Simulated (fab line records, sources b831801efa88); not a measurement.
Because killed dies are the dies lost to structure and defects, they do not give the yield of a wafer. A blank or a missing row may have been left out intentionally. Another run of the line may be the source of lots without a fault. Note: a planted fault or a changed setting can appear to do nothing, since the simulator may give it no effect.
fab line records ; flow gf180mcu
[record] lots = 14; wafers = 42; lastDay = 34
route steps=602 shown STI@23 VT_IMPLANT@135 POLY_GATE@164 HV_LDD@183
lots that met no fault: taken from a fault-free run of the same line
startH: the number of hours between the record's first day and the start of the first shown wafer of the lot ; waitH: hours from the lot's prior step to this one ; " identical to the entry in the row above ; L1.1+2: a row that stands for several wafers ; - no value present, or no start provided ; * or withheld: withheld ; < > ~ a bound
route shown NAME@n: NAME is a module with steps in the file, n the number in the route of the first one ; usual: mean and standard deviation over wafers with no fault ; same: alike in all rows ; chamber/n: place in a boat ; sites: readings site by site ; _std_site: the values' standard deviation ; _edge_site: outer sites' mean less inner sites' ; radiusMm: how far each site lies from the wafer's centre ; mask NAME#n: copy n ; behind: the most recent tool/chamber to have shaped the wafer ; hold: what put the lot on hold/how long, in hours/how the hold closed ; device: the n, p or np transistor that did not switch ; end of line: tests of these same wafers at the route's end ; a step given without rows: its recipe and nothing more ; killed: count of dies lost to structure and defects at first sort (not the wafer's yield) ; map: shows each die of a wafer: x if killed, . if not, _ if none is there
set.NAME: the setting the step ran with; set.NAME@STEP: the setting that earlier step ran with ; model.NAME: the simulator's own value behind a step, which no gauge read
route steps across a sampled set of lots; one table per step, one row per wafer
services: when a tool's chamber went out of use (startH, in hours from the record's first day, below 0 if earlier), for how many hours, and the reason
[[steps]]
[step GF_STI_THK_MEAS_22]
[recipe] reads = SiO2_of_STI_OXIDATION_21
[usual] STI_OXIDATION_01_THK = 15.02/0.26
lot.wafer;tool;chamber;startH;waitH;STI_OXIDATION_01_THK[nm]
L122.2;filmMetro-03;-;28.13;0.0;15.05
L122.3;filmMetro-03;-;28.13;0.0;14.92
L122.5;filmMetro-03;-;28.13;0.0;14.72
L124.1;filmMetro-03;-;38.82;0.0;15.23
L124.2;filmMetro-03;-;38.82;0.0;15.35
L124.4;filmMetro-03;-;38.82;0.0;15.60
L125.1;filmMetro-01;-;43.14;0.0;15.09
L125.2;filmMetro-01;-;43.14;0.0;15.43
L125.5;filmMetro-01;-;43.14;0.0;15.43
L126.2;filmMetro-01;-;48.17;0.0;15.20
L126.4;filmMetro-01;-;48.17;0.0;15.02
L126.6;filmMetro-01;-;48.17;0.0;14.94
L127.1;filmMetro-04;-;53.66;0.0;14.95
L127.3;filmMetro-04;-;53.66;0.0;15.09
L127.4;filmMetro-04;-;53.66;0.0;15.02
L128.1;filmMetro-01;-;58.42;0.0;14.86
L128.3;filmMetro-01;-;58.42;0.0;14.96
L128.4;filmMetro-01;-;58.42;0.0;15.08
L129.2;filmMetro-01;-;63.13;0.0;15.40
L129.5;filmMetro-01;-;63.13;0.0;15.31
L129.6;filmMetro-01;-;63.13;0.0;15.36
L132.1;filmMetro-04;-;79.15;0.0;15.33
L132.3;filmMetro-04;-;79.15;0.0;15.05
L132.6;filmMetro-04;-;79.15;0.0;15.45
L133.3;filmMetro-03;-;85.03;0.0;15.06
L133.4;filmMetro-03;-;85.03;0.0;14.89
L133.6;filmMetro-03;-;85.03;0.0;15.04
L134.2;filmMetro-03;-;91.97;0.0;15.05
L134.4;filmMetro-03;-;91.97;0.0;15.15
L134.6;filmMetro-03;-;91.97;0.0;15.28
L136.4;filmMetro-04;-;98.95;0.0;14.73
L136.5;filmMetro-04;-;98.95;0.0;14.89
L136.6;filmMetro-04;-;98.95;0.0;14.75
L142.1;filmMetro-04;-;129.96;0.0;14.81
L142.3;filmMetro-04;-;129.96;0.0;14.50
L142.6;filmMetro-04;-;129.96;0.0;14.82
L144.4;filmMetro-04;-;141.84;0.0;14.75
L144.5;filmMetro-04;-;141.84;0.0;14.85
L144.6;filmMetro-04;-;141.84;0.0;15.01
L145.1;filmMetro-04;-;145.46;0.0;14.75
L145.4;filmMetro-04;-;145.46;0.0;14.58
L145.5;filmMetro-04;-;145.46;0.0;14.71
[step GF_VT_IMPLANT_RTA_45]
[recipe] tempC = 1050; timeS = 30; ambient = N2
[usual] lampPowerPct = 35.2/0.83; wafer_temp_C_max = 1054.2/0.94
lot.wafer;tool;chamber;startH;waitH;lampPowerPct;wafer_temp_C_max
L122.2;rtpAnneal-02;0;158.52;0.0;34.6;1052.9
L122.3;rtpAnneal-02;0;158.52;0.0;34.6;1052.6
L122.5;rtpAnneal-02;0;158.52;0.0;34.6;1052.4
L124.1;rtpAnneal-02;0;174.02;0.0;34.6;1054.3
L124.2;rtpAnneal-02;0;174.02;0.0;34.6;1054.3
L124.4;rtpAnneal-02;0;174.02;0.0;34.6;1053.4
L125.1;rtpAnneal-01;0;178.77;0.0;36.4;1053.3
L125.2;rtpAnneal-01;0;178.77;0.0;36.3;1055.1
L125.5;rtpAnneal-01;0;178.77;0.0;36.4;1056.1
L126.2;rtpAnneal-02;0;183.32;0.0;34.6;1054.0
L126.4;rtpAnneal-02;0;183.32;0.0;34.6;1052.8
L126.6;rtpAnneal-02;0;183.32;0.0;34.6;1053.2
L127.1;rtpAnneal-02;0;192.40;0.0;34.6;1054.7
L127.3;rtpAnneal-02;0;192.40;0.0;34.6;1055.2
L127.4;rtpAnneal-02;0;192.40;0.0;34.6;1054.2
L128.1;rtpAnneal-02;0;200.35;0.0;34.6;1054.6
L128.3;rtpAnneal-02;0;200.35;0.0;34.6;1052.8
L128.4;rtpAnneal-02;0;200.35;0.0;34.7;1054.1
L129.2;rtpAnneal-01;0;201.92;0.0;36.4;1054.4
L129.5;rtpAnneal-01;0;201.92;0.0;36.4;1055.2
L129.6;rtpAnneal-01;0;201.92;0.0;36.3;1054.3
L132.1;rtpAnneal-02;0;226.81;0.0;34.6;1054.0
L132.3;rtpAnneal-02;0;226.81;0.0;34.6;1053.2
L132.6;rtpAnneal-02;0;226.81;0.0;34.6;1053.5
L133.3;rtpAnneal-01;0;233.53;0.0;36.4;1054.6
L133.4;rtpAnneal-01;0;233.53;0.0;36.4;1055.2
L133.6;rtpAnneal-01;0;233.53;0.0;36.3;1054.2
L134.2;rtpAnneal-02;0;244.59;0.0;34.6;1054.1
L134.4;rtpAnneal-02;0;244.59;0.0;34.7;1052.9
L134.6;rtpAnneal-02;0;244.59;0.0;34.6;1054.3
L136.4;rtpAnneal-01;0;251.05;0.1;36.4;1054.5
L136.5;rtpAnneal-01;0;251.05;0.1;36.3;1054.9
L136.6;rtpAnneal-01;0;251.05;0.1;36.4;1054.8
L142.1;rtpAnneal-02;0;299.41;0.0;34.6;1055.0
L142.3;rtpAnneal-02;0;299.41;0.0;34.6;1053.2
L142.6;rtpAnneal-02;0;299.41;0.0;34.6;1054.7
L144.4;rtpAnneal-02;0;302.71;0.1;34.6;1054.2
L144.5;rtpAnneal-02;0;302.71;0.1;34.6;1054.7
L144.6;rtpAnneal-02;0;302.71;0.1;34.6;1053.0
L145.1;rtpAnneal-01;0;319.95;0.0;36.3;1053.9
L145.4;rtpAnneal-01;0;319.95;0.0;36.4;1054.2
L145.5;rtpAnneal-01;0;319.95;0.0;36.3;1056.1
[step GF_POLY_GATE_EXPOSE_07]
[recipe] maskId = Poly2; targetCdNm = 280; na = 0.68; sourceShape = conventional; sigmaOuter = 0.6; doseMj = 28
[usual] exposureDoseMJCm2 = 27.977/0.027; focusOffsetNm = -0.1/0.51
lot.wafer;tool;chamber;startH;waitH;mask;exposureDoseMJCm2;focusOffsetNm
L122.2;krfScanner-01;0;189.60;-;Poly2#0;27.943;-0.3
L122.3;krfScanner-01;0;189.60;-;Poly2#0;27.963;-0.3
L122.5;krfScanner-01;0;189.60;-;Poly2#0;28.002;-1.0
L124.1;krfScanner-01;0;204.84;-;Poly2#0;27.995;0.1
L124.2;krfScanner-01;0;204.84;-;Poly2#0;27.939;-0.2
L124.4;krfScanner-01;0;204.84;-;Poly2#0;27.937;0.2
L125.1;krfScanner-01;0;210.11;-;Poly2#0;27.971;0.4
L125.2;krfScanner-01;0;210.11;-;Poly2#0;27.882;-0.3
L125.5;krfScanner-01;0;210.11;-;Poly2#0;27.965;-1.0
L126.2;krfScanner-02;0;216.00;-;Poly2#0;27.951;0.4
L126.4;krfScanner-02;0;216.00;-;Poly2#0;27.948;-0.4
L126.6;krfScanner-02;0;216.00;-;Poly2#0;27.984;-0.6
L127.1;krfScanner-02;0;224.36;-;Poly2#0;27.979;0.7
L127.3;krfScanner-02;0;224.36;-;Poly2#0;28.006;0.5
L127.4;krfScanner-02;0;224.36;-;Poly2#0;27.981;0.3
L128.1;krfScanner-01;0;234.23;-;Poly2#0;27.970;0.0
L128.3;krfScanner-01;0;234.23;-;Poly2#0;27.981;1.0
L128.4;krfScanner-01;0;234.23;-;Poly2#0;27.979;0.4
L129.2;krfScanner-02;0;235.00;-;Poly2#0;27.975;-0.7
L129.5;krfScanner-02;0;235.00;-;Poly2#0;28.003;-0.1
L129.6;krfScanner-02;0;235.00;-;Poly2#0;27.967;0.0
L132.1;krfScanner-02;0;262.30;-;Poly2#0;27.967;-0.1
L132.3;krfScanner-02;0;262.30;-;Poly2#0;27.952;0.0
L132.6;krfScanner-02;0;262.30;-;Poly2#0;27.975;0.2
L133.3;krfScanner-02;-;267.99;-;Poly2#0;-;-
L133.4;krfScanner-02;-;267.99;-;Poly2#0;-;-
L133.6;krfScanner-02;-;267.99;-;Poly2#0;-;-
L134.2;krfScanner-02;-;277.72;-;Poly2#0;-;-
L134.4;krfScanner-02;-;277.72;-;Poly2#0;-;-
L134.6;krfScanner-02;-;277.72;-;Poly2#0;-;-
L136.4;krfScanner-02;0;293.64;-;Poly2#0;27.948;0.7
L136.5;krfScanner-02;0;293.64;-;Poly2#0;27.973;-0.1
L136.6;krfScanner-02;0;293.64;-;Poly2#0;28.006;0.1
L142.1;krfScanner-01;0;336.38;-;Poly2#0;27.965;0.1
L142.3;krfScanner-01;0;336.38;-;Poly2#0;27.937;-0.9
L142.6;krfScanner-01;0;336.38;-;Poly2#0;27.912;0.1
L144.4;krfScanner-02;0;342.89;-;Poly2#0;27.940;-0.2
L144.5;krfScanner-02;0;342.89;-;Poly2#0;28.029;0.0
L144.6;krfScanner-02;0;342.89;-;Poly2#0;27.944;-0.5
L145.1;krfScanner-02;0;357.65;-;Poly2#0;28.006;-0.3
L145.4;krfScanner-02;0;357.65;-;Poly2#0;27.994;-0.6
L145.5;krfScanner-02;0;357.65;-;Poly2#0;27.991;0.4
[step GF_HV_LDD_CD_MEAS_07]
[recipe] targetCdNm = 400
[usual] cdNm = 399.6/2
lot.wafer;tool;chamber;startH;waitH;cdNm
L122.2;cdSem-01;-;218.68;0.1;397.7
L122.3;cdSem-01;-;218.68;0.1;399.9
L122.5;cdSem-01;-;218.68;0.1;398.3
L124.1;cdSem-02;-;232.21;0.1;401.5
L124.2;cdSem-02;-;232.21;0.1;401.4
L124.4;cdSem-02;-;232.21;0.1;400.5
L125.1;cdSem-01;-;239.31;0.1;399.7
L125.2;cdSem-01;-;239.31;0.1;402.5
L125.5;cdSem-01;-;239.31;0.1;401.8
L126.2;cdSem-02;-;245.49;0.1;399.7
L126.4;cdSem-02;-;245.49;0.1;397.2
L126.6;cdSem-02;-;245.49;0.1;399.7
L127.1;cdSem-02;-;253.31;0.1;402.1
L127.3;cdSem-02;-;253.31;0.1;403.4
L127.4;cdSem-02;-;253.31;0.1;401.6
L128.1;cdSem-01;-;263.97;0.2;400.0
L128.3;cdSem-01;-;263.97;0.2;399.3
L128.4;cdSem-01;-;263.97;0.2;399.5
L129.2;cdSem-01;-;265.29;0.2;400.1
L129.5;cdSem-01;-;265.29;0.2;398.0
L129.6;cdSem-01;-;265.29;0.2;401.1
L132.1;cdSem-02;-;289.30;0.1;396.1
L132.3;cdSem-02;-;289.30;0.1;396.6
L132.6;cdSem-02;-;289.30;0.1;397.7
L136.4;cdSem-01;-;325.96;0.1;403.6
L136.5;cdSem-01;-;325.96;0.1;401.4
L136.6;cdSem-01;-;325.96;0.1;400.6
L142.1;cdSem-02;-;370.67;0.1;398.9
L142.3;cdSem-02;-;370.67;0.1;400.0
L142.6;cdSem-02;-;370.67;0.1;397.2
L144.4;cdSem-01;-;376.53;0.1;395.1
L144.5;cdSem-01;-;376.53;0.1;398.9
L144.6;cdSem-01;-;376.53;0.1;395.4
L145.1;cdSem-01;-;393.80;0.1;400.9
L145.4;cdSem-01;-;393.80;0.1;400.6
L145.5;cdSem-01;-;393.80;0.1;399.1
[[services]]
tool;chamber;startH;hours;kind
krfScanner-01;-;140.48;0.8;pm
krfScanner-02;0;179.20;-;calibration
krfScanner-02;-;197.19;4.0;pm
krfScanner-01;-;201.21;1.3;pm
krfScanner-02;-;203.81;4.4;pm
krfScanner-01;-;215.06;1.0;pm
krfScanner-02;-;218.36;1.0;pm
rtpAnneal-02;-;229.74;6.5;pm
krfScanner-01;-;269.95;4.0;pm
rtpAnneal-01;-;272.95;3.9;pm
krfScanner-02;-;273.97;0.8;pm
krfScanner-02;-;280.52;0.8;pm
krfScanner-02;-;287.83;1.3;pm
krfScanner-01;-;300.62;4.5;repair
krfScanner-01;0;301.49;-;calibration
krfScanner-02;-;308.81;3.6;pm
krfScanner-01;-;312.37;0.8;pm
krfScanner-02;-;325.17;0.3;repair
krfScanner-02;0;348.75;-;calibration
[[key]]
[firstSign] step = GF_POLY_GATE_EXPOSE_07; reading = toolRecord; direction = missing
effect none on later readings
metAt GF_POLY_GATE_EXPOSE_07
struckLots L133,L134
laterRowsLeftOut L133.3,L133.4,L133.6,L134.2,L134.4,L134.6
sortLeftOut L133.3,L133.4,L133.6,L134.2,L134.4,L134.6
testerLeftOut L133,L134
notActingAt GF_STI_THK_MEAS_22,GF_VT_IMPLANT_RTA_45,GF_HV_LDD_CD_MEAS_07
onsetBetween 262.30 267.99
[fault] kind = skippedStepWhole; tool = krfScanner-02; chamber = -; onsetH = 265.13; steps = GF_POLY_GATE_EXPOSE_07; scope = struckLotsOnly
// testerLeftOut: of these lots the tester's yield and bins aren't shown, on N5 and GAA mostly nor the transistor test; their killed dies are dies lost to structure and defects alone, not to doping, threshold or leakage, so they don't give the yield
// sortLeftOut: the simulated sort isn't trusted on such a fault, so these wafers' sort isn't shown, and their yield isn't known
// laterRowsLeftOut: the simulator's readings of these wafers behind a module that went badly wrong aren't trusted and aren't shown, but for the sort
